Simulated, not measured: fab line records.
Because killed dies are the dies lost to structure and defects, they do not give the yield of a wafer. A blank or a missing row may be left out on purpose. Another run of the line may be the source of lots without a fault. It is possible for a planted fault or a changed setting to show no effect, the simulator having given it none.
Matching of chambers	flow gf180mcu	cmp-01 running GF_CONTACT_CMP_27: 4 sister chambers
The step polishes, stops on SiO2, t overpolish 15 s, target thk 0 nm. 7 wafers are shown with their chamber, then 7 later ones without.

WAFERS, EACH WITH ITS CHAMBER
wafer	chamber	motor-current-A (A)	time-to-endpoint-s (s)
L476.1	2	11.5	70
L476.5	0	10.4	66
L478.2	1	11.0	72
L478.5	0	9.7	69
L478.6	3	9.5	69
L479.1	3	9.8	66
L479.4	2	11.5	67

WAFERS MISSING THEIR CHAMBER
wafer	motor-current-A (A)	time-to-endpoint-s (s)
L479.6	11.4	68
L480.2	9.9	66
L480.3	9.6	69
L480.4	11.5	71
L485.2	11.2	75
L485.3	10.3	68
L485.6	10.0	71

CHAMBER TAKEN BY EACH
wafer	from the rows above	in truth
L479.6	can't be placed: 2 or 1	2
L480.2	can't be placed: 0 or 3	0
L480.3	can't be placed: 3 or 0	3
L480.4	can't be placed: 2 or 1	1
L485.2	can't be placed: 1 or 2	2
L485.3	can't be placed: 0 or 3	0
L485.6	can't be placed: 0 or 3 or 1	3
Placed correctly: 0 of 7. Can't be placed from these rows: 7 (the true chamber is among the candidates in 7). Number placed wrongly: 0.
How it was worked out, from the rows above alone: a wafer's distance from a chamber is the root of the sum, over the readings, of the square of ((its reading less the chamber's mean) divided by the reading's scatter). If the next closest chamber is less than 2 further off than the closest, the wafer can't be placed; otherwise it belongs to the closest. A chamber's mean is the mean of its shown wafers. The scatter is the square root of a quotient: the sum, over the shown wafers, of each reading's squared deviation from its chamber's mean, divided by wafers minus chambers.
